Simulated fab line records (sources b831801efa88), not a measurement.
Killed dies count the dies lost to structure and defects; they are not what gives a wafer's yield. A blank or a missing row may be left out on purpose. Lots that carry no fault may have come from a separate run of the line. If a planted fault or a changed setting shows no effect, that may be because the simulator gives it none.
8D (eight disciplines) problem report, filled in by code -- flow sky130 -- the parts of the form that need people (team, actions taken, sign-off) are left out

1. WHAT IS WRONG
Mean of run-length-s at SKY_LI_CONTACT_ETCH_14: 44.0 s across 4 wafers in 2 lots; on wafers with no fault it is 74.1 s (standard deviation 0.41). That puts it -73 standard deviations away from the usual mean.
The step: etches BARC in N2/H2, stops on SiO2, time 45.9 s, target depth 60 nm.
First seen on wafer L462.2, day 31 23:43, on rie-diel-02. The record has a number at this step for 42 wafers belonging to 14 lots. By rule, "out" or "out of limits" means more than 4 standard deviations away from the usual mean. Any other wafer with a number is counted as sound.

2. WHAT IT IS AND WHAT IT IS NOT
question,is,is not
which readings at this step,"run-length-s, oes-product-au","chamber-pressure-mTorr, drypump-motor-current-A"
which lots,"L462, L463","L453, L454, L455, L457, L465, L466, L470, L471, L472, L473, L474, L475"
which wafers of those lots,"L462.2, L462.3, L462.5, L463.3","L463.1, L463.6"
read on which tools,rie-diel-02,"rie-diel-03, rie-diel-04"
when,from day 31 23:43,"up to then (12 sound wafers); but 26 sound wafers of L463, L465, L466, L470, L471, L472, L473, L474, L475 came after"

3. THE SUSPECTS, EACH WITH WHAT RULES IT OUT
Counting: if a tool at a process step up to the reading ran every lot that is out, it stays a suspect. Sound lots after the first of them don't rule it out here, since some wafers of a struck lot are sound.
- rie-diel-02 at SKY_LI_CONTACT_ETCH_14 (etches BARC in N2/H2, stops on SiO2, time 45.9 s, target depth 60 nm): kept. It processed each lot that is out (first: L462, day 31 23:43); up to then, its last sound lot is L455 (day 29 18:13). Its own oes-product-au, run-length-s readings are out on those wafers.
- Within rie-diel-02 at SKY_LI_CONTACT_ETCH_14: the wafers that are out ran in chambers 1, 2, 3; their sound lot-mates ran in chamber 0.
Left after counting: rie-diel-02 at SKY_LI_CONTACT_ETCH_14.

4. THE CAUSE (what the simulator had put in)
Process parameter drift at SKY_LI_CONTACT_ETCH_14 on rie-diel-02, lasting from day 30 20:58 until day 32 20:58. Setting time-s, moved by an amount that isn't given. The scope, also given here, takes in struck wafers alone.
Counting left only this tool.

5. THE EFFECT CHAIN, in route order
Each row: a reading whose mean over the struck wafers that have a number lies more than 3 standard deviations from the usual. Only readings for which the record gives a usual standard deviation are gone through. hours: the time from each lot's start at the first step in this table that gives one to its start at this step, as a median over the lots. sigmas: the change in usual standard deviations.
hours,step,reading,usual,on struck wafers,change,sigmas
0,SKY_LI_CONTACT_ETCH_14,oes-product-au,0.854 a.u.,1.004,+0.150,+31
0,SKY_LI_CONTACT_ETCH_14,run-length-s,74.1 s,44.0,-30.1,-73
0,SKY_LI_CONTACT_STRIP_16,strip-time-to-endpoint-s,3.494 s,3.783,+0.289,+11
Its process steps:
- SKY_LI_CONTACT_ETCH_14: etches BARC in N2/H2, stops on SiO2, time 45.9 s, target depth 60 nm.
- SKY_LI_CONTACT_STRIP_16: strips in O2/N2.

6. WHAT WOULD HAVE CAUGHT IT SOONER
27 hours passed between the start of the fault at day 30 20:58 and the first reading out of limits in this record, taken at day 31 23:43.
